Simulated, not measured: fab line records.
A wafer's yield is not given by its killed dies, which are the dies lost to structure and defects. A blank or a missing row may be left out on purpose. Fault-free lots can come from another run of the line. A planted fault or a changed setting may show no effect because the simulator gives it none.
Comparing a struck lot with a sound one | flow sky130 | 17 steps out of a route of 708
Sound: these wafers, L130.3, L130.4, L130.6. Wafers L133.2, L133.3, L133.5 were the ones struck. The cause is given at the end.
At each step with rows: each side's tool, then ch and its chambers, then its first start. Under that, the readings that differ: sound wafers | struck wafers | difference of the means | sigmas: that difference in standard deviations of wafers without a fault.
alike: words and numbers the same on both sides, and readings whose means are apart by under 2 such deviations; not compared: readings that were withheld, readings missing a value for some wafer, numbers with overlapping values and no deviation given by the record, and bounds like >300 which may hide the same value.
The two part at a step that has a row with sigmas, a row that says differs or no value, or rows on one side only. Numbers that have no deviation but don't overlap get no sigmas and don't part them. A reading missing from all wafers of one side parts the sides only when that side holds two or more wafers.

first, 2 steps without rows for these wafers: SKY_LOCAL_INTERCONNECT_PEB_09; SKY_LOCAL_INTERCONNECT_DEVELOP_10 (develop time 60 s).
SKY_LOCAL_INTERCONNECT_CD_MEAS_11: the cd target is 170 nm.
  sound: cd sem-01 at day 34 02:38; struck: cd sem-01 at day 34 15:01
  alike: cd nm
SKY_LOCAL_INTERCONNECT_OVL_MEAS_12:
  sound: overlay-01 at day 34 02:43; struck: overlay-01 at day 34 15:07
  alike: LOCAL_INTERCONNECT_OVL
SKY_LOCAL_INTERCONNECT_ETCH_13: etches BARC in N2/H2, stops on SiO2, time 45.9 s, target depth 60 nm.
  sound on rie metal-02 ch 0,1, day 34 02:46; struck on rie metal-02 ch 0,1, day 34 15:08
  alike: drypump motor current A, he backside leak sccm, oes product au, throttle valve pct
  not compared: rf hours counter h
SKY_LOCAL_INTERCONNECT_METAL_ETCH_14: etches TiN in Cl2/BCl3, stops on PSG, target depth 110 nm, time 31.4 s.
  sound on rie metal-02 ch 0,1, day 34 02:49; struck on rie metal-02 ch 0,1, day 34 15:13
  alike: bcl3 flow sccm, drypump motor current A, he backside leak sccm, oes product au, throttle valve pct
  not compared: rf hours counter h
SKY_LOCAL_INTERCONNECT_STRIP_15: strips in O2/N2.
  sound on plasma asher-02 ch 0,1, day 34 02:53; struck on plasma asher-01 ch 0,1, day 34 15:16
  alike: drypump motor current A, oes product au, strip time to endpoint s
  not compared: rf hours counter h
then, 3 steps without rows for these wafers: SKY_LOCAL_INTERCONNECT_STRIP_16 (strips in post etch residue remover, time 1200 s); SKY_LOCAL_INTERCONNECT_CLEAN_17 (cleans in IPA, time 180 s); SKY_LOCAL_INTERCONNECT_CLEAN_18 (cleans in O3/DIW).
SKY_CONTACT_CVD_00: deposits Si3N4, target thk 75 nm.
  sound on pecvd-01 ch 0,1, day 34 03:29; struck on pecvd-03 ch 0,1,2, day 34 15:53
  alike: heater power w
SKY_CONTACT_THK_MEAS_01:
  sound: film metro-04 at day 34 03:32; struck: film metro-01 at day 34 15:56
  alike: CONTACT_CVD_00_THK
SKY_CONTACT_HDPCVD_02: deposits SiO2, target thk 565 nm, time 94.2 s.
  sound on hdpcvd-01 ch 1,2, day 34 03:35; struck on hdpcvd-01 ch 0,1,2, day 34 15:59
  reading                                     | sound             | struck            | difference | sigmas
  model.SiO2_of_CONTACT_HDPCVD_02.thk nm (nm) | 564.1 569.5 559.3 | 843.7 857.9 851.4 | +286.7     |
SKY_CONTACT_THK_MEAS_03:
  sound: film metro-01 at day 34 03:40; struck: film metro-02 at day 34 16:04
  reading                 | sound       | struck      | difference | sigmas
  CONTACT_HDPCVD_THK (nm) | 564 570 559 | 844 858 851 | +287       | +41
SKY_CONTACT_CMP_04: polishes SiO2.
  sound on cmp-02 ch 0,1,2, day 34 03:43; struck on cmp-01 ch 1,3, day 34 16:10
  reading                | sound    | struck      | difference | sigmas
  time to endpoint s (s) | 84 87 76 | 202 202 202 | +120       | +27
  alike: head pressure psi, motor current A
SKY_CONTACT_BOW_MEAS_05:
  sound: film metro-02 at day 34 04:03; struck: film metro-01 at day 34 16:26
  alike: CONTACT_BOW
-- the record jumps here: 14 days lie between the struck wafers' starts before and after (it left off in module CONTACT and takes up again in module PAD_OPEN, whose first step shown is number 708 of the route) --
SKY_PAD_OPEN_PROBE_99:
  sound: prober-01 at day 48 14:55; struck: prober-02 at day 49 03:27
  alike: killed_at_M0_to_M3, killed_at_M4_up, killed at contacts, killed at front end, killed at other, killed dies, killed open, killed short

== WHERE THEY PART ==
Last at SKY_CONTACT_CMP_04 as far as this record goes, first at SKY_CONTACT_THK_MEAS_03. Later steps at which nothing parts them and some readings are alike: SKY_CONTACT_BOW_MEAS_05, SKY_PAD_OPEN_PROBE_99.

WHY: what the simulator had put in
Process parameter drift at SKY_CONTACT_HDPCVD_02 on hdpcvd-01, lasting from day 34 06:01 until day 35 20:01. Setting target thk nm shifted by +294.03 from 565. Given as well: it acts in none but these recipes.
